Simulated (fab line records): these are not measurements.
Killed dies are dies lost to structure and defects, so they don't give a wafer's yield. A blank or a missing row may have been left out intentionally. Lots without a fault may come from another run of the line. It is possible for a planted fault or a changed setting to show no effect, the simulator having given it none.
Which of the tools did it?    flow gf180mcu    13 lots, 39 wafers sampled, at 5 steps of a route of 602

== WHAT EACH GAUGE READ, for each wafer ==
GF_HV_LDD_CD_MEAS_19 targets a cd of 400 nm.
lot   measured      on         cd-nm (nm)
L961  day 10 17:30  cd-sem-01  401.1 403.0 401.7
L962  day 11 00:52  cd-sem-01  398.5 399.6 398.7
L963  day 11 08:58  cd-sem-02  405.1 405.0 402.5
L964  day 11 15:10  cd-sem-01  396.6 396.1 396.1
L966  day 12 05:53  cd-sem-01  401.0 400.7 400.6
L969  day 13 07:39  cd-sem-01  400.5 399.1 399.1
L972  day 14 01:05  cd-sem-01  397.9 395.6 397.3
L975  day 15 03:44  cd-sem-02  429.4 426.7 428.8
L979  day 16 11:33  cd-sem-01  427.2 428.6 428.3
L980  day 16 17:45  cd-sem-01  404.3 403.6 401.5
L981  day 17 02:01  cd-sem-01  428.5 430.2 427.5
L982  day 17 10:08  cd-sem-01  398.6 400.9 399.0
L984  day 18 06:22  cd-sem-01  396.6 397.5 396.9

GF_HV_LDD_OVL_MEAS_20.
lot   measured      on          HV_LDD_01_OVL (nm)
L961  day 10 17:36  overlay-02  -1.8 2.4 0.0
L962  day 11 00:59  overlay-02  0.3 1.4 -2.4
L963  day 11 09:04  overlay-01  -1.8 -0.9 -2.5
L964  day 11 15:17  overlay-01  4.0 2.2 3.2
L966  day 12 05:59  overlay-01  -0.5 2.0 0.5
L969  day 13 07:44  overlay-01  -1.2 -1.7 -2.4
L972  day 14 01:10  overlay-01  1.0 0.1 -0.3
L975  day 15 03:50  overlay-02  1.0 -0.8 -0.6
L979  day 16 11:40  overlay-01  2.0 2.3 0.2
L980  day 16 17:52  overlay-02  1.4 -0.8 1.3
L981  day 17 02:08  overlay-01  0.9 1.4 1.6
L982  day 17 10:16  overlay-01  -1.2 0.6 -1.5
L984  day 18 06:29  overlay-01  -1.6 -0.8 -2.8

GF_HV_LDD_CD_MEAS_46 targets a cd of 400 nm.
lot   measured      on         cd-nm (nm)
L961  day 12 06:19  cd-sem-02  400.6 399.5 396.8
L962  day 12 14:38  cd-sem-02  396.3 399.9 398.1
L963  day 13 00:07  cd-sem-02  396.4 397.5 398.2
L964  day 13 05:37  cd-sem-02  401.4 400.3 401.4
L966  day 13 21:50  cd-sem-01  399.1 398.7 399.0
L969  day 15 02:20  cd-sem-01  400.9 402.6 399.0
L972  day 15 21:02  cd-sem-01  398.6 400.1 400.6
L975  day 17 02:19  cd-sem-01  402.5 404.0 400.8
L979  day 18 10:59  cd-sem-02  399.8 401.2 399.9
L980  day 18 18:05  cd-sem-01  401.6 401.0 401.3
L981  day 19 02:58  cd-sem-01  401.9 398.8 399.6
L982  day 19 11:51  cd-sem-01  401.1 398.8 399.9
L984  day 20 08:06  cd-sem-01  401.6 400.3 400.4

== WHAT TOOL EACH LOT RAN ON (gives the tool, then ch and the chambers of the sampled wafers, and finally the start) ==
lot   GF_POLY_GATE_ETCH_12                GF_HV_LDD_EXPOSE_16
L961  rie-diel-01 ch 0,2,3, day 9 03:54   iline-stepper-02 ch 0, day 10 08:59
L962  rie-diel-03 ch 2,3, day 9 11:52     iline-stepper-01 ch 0, day 10 16:30
L963  rie-diel-04 ch 0,3, day 9 18:46     iline-stepper-02 ch 0, day 11 00:15
L964  rie-diel-03 ch 1,2, day 10 01:43    iline-stepper-02 ch 0, day 11 06:28
L966  rie-diel-01 ch 1,2,3, day 10 15:46  iline-stepper-01 ch 0, day 11 20:45
L969  rie-diel-04 ch 0,1,2, day 11 14:43  iline-stepper-02 ch 0, day 12 21:54
L972  rie-diel-01 ch 0,1, day 12 07:45    iline-stepper-01 ch 0, day 13 15:01
L975  rie-diel-01 ch 1,2,3, day 13 07:39  iline-stepper-02 ch 0, day 14 17:10
L979  rie-diel-04 ch 0,1,2, day 14 14:48  iline-stepper-02 ch 0, day 16 01:14
L980  rie-diel-04 ch 1,2,3, day 14 19:01  iline-stepper-01 ch 0, day 16 06:02
L981  rie-diel-03 ch 1,2,3, day 15 02:49  iline-stepper-02 ch 0, day 16 14:31
L982  rie-diel-03 ch 1,2, day 15 10:03    iline-stepper-01 ch 0, day 16 22:43
L984  rie-diel-03 ch 0,1,3, day 16 05:28  iline-stepper-01 ch 0, day 17 18:34
- GF_POLY_GATE_ETCH_12: etches BARC in N2/H2.
- GF_HV_LDD_EXPOSE_16: exposes mask Pplus LV AREA, target cd 400 nm.

== WHAT THE TOOLS THEMSELVES READ (means of the sampled wafers that have a number; where no wafer has one, the mark that the record gives instead) ==
GF_POLY_GATE_ETCH_12.
lot   tool         chamber-pressure-mTorr (mTorr)  drypump-motor-current-A (A)  oes-product-au (a.u.)  throttle-valve-pct (%)
L961  rie-diel-01  29.975                          5.2                          0.736                  13.205
L962  rie-diel-03  29.974                          5.9                          0.742                  13.214
L963  rie-diel-04  29.994                          5.1                          0.737                  13.214
L964  rie-diel-03  29.992                          5.6                          0.737                  13.211
L966  rie-diel-01  30.026                          5.3                          0.740                  13.212
L969  rie-diel-04  30.014                          5.3                          0.735                  13.219
L972  rie-diel-01  29.968                          5.4                          0.732                  13.217
L975  rie-diel-01  30.000                          5.3                          0.735                  13.219
L979  rie-diel-04  29.971                          5.3                          0.734                  13.205
L980  rie-diel-04  29.990                          5.5                          0.730                  13.213
L981  rie-diel-03  30.005                          5.6                          0.738                  13.218
L982  rie-diel-03  30.002                          5.4                          0.734                  13.214
L984  rie-diel-03  30.017                          5.7                          0.732                  13.218

GF_HV_LDD_EXPOSE_16.
lot   tool              exposure-dose-mJ-cm2
L961  iline-stepper-02  140.13
L962  iline-stepper-01  140.09
L963  iline-stepper-02  140.01
L964  iline-stepper-02  139.93
L966  iline-stepper-01  139.96
L969  iline-stepper-02  140.10
L972  iline-stepper-01  140.00
L975  iline-stepper-02  155.46
L979  iline-stepper-02  155.53
L980  iline-stepper-01  139.95
L981  iline-stepper-02  155.20
L982  iline-stepper-01  139.94
L984  iline-stepper-01  139.99

== THE ANSWER, worked out from the rows above alone ==
Rule: the usual values come from the lots themselves. Put in order of their means at a reading, lots are off if they are a third of the lots or fewer, leave a main group of 4 or more, and stand apart from it by a gap of 3 or more times the standard deviation of the main group's means; of several such gaps the widest counts. If all means in a main group match to the digits the tables above print for the reading, that group is not used. Also off: a lot with no number at a reading for which 4 or more lots have one. Where the step has rows for the other lots, those lots are counted as sound. First the gauges in route order, then the tools' own readings, where a lot's mean is used as printed above. At the first step where some lot is off, the reading lying furthest off is the one used; lots without a number count as furthest.
Off: L975, L979, L981, at GF_HV_LDD_CD_MEAS_19 (cd-nm). For the main group the mean is 399.8 nm and the standard deviation 2.6.
If a tool, at a process step before that reading, ran all the lots that are off and no sound lot after the first of them, it fits. The gauges at GF_HV_LDD_CD_MEAS_19 aren't tried: what is off there is off at GF_HV_LDD_EXPOSE_16 too, on other tools, and a gauge's error can't cause that. One candidate fits, namely iline-stepper-02 at GF_HV_LDD_EXPOSE_16. A fault onset in the window from L969 (day 12 21:54, its last sound lot) to L975 (day 14 17:10, its first lot off) fits.
The tool's own readings at GF_HV_LDD_EXPOSE_16 bear it out: on the lots that are off they differ by more than 5 times the standard deviation of the sound lots' means. exposure-dose-mJ-cm2 reads 155.40 there against 140.01 on the sound lots.

== WHAT WAS PUT IN BY THE SIMULATOR ==
Drift in process parameters on iline-stepper-02 at GF_HV_LDD_EXPOSE_16, starting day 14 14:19. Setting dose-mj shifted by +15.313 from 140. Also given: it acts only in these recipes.
Shown lots that were struck: L975, L979, L981. The rule above found the same.
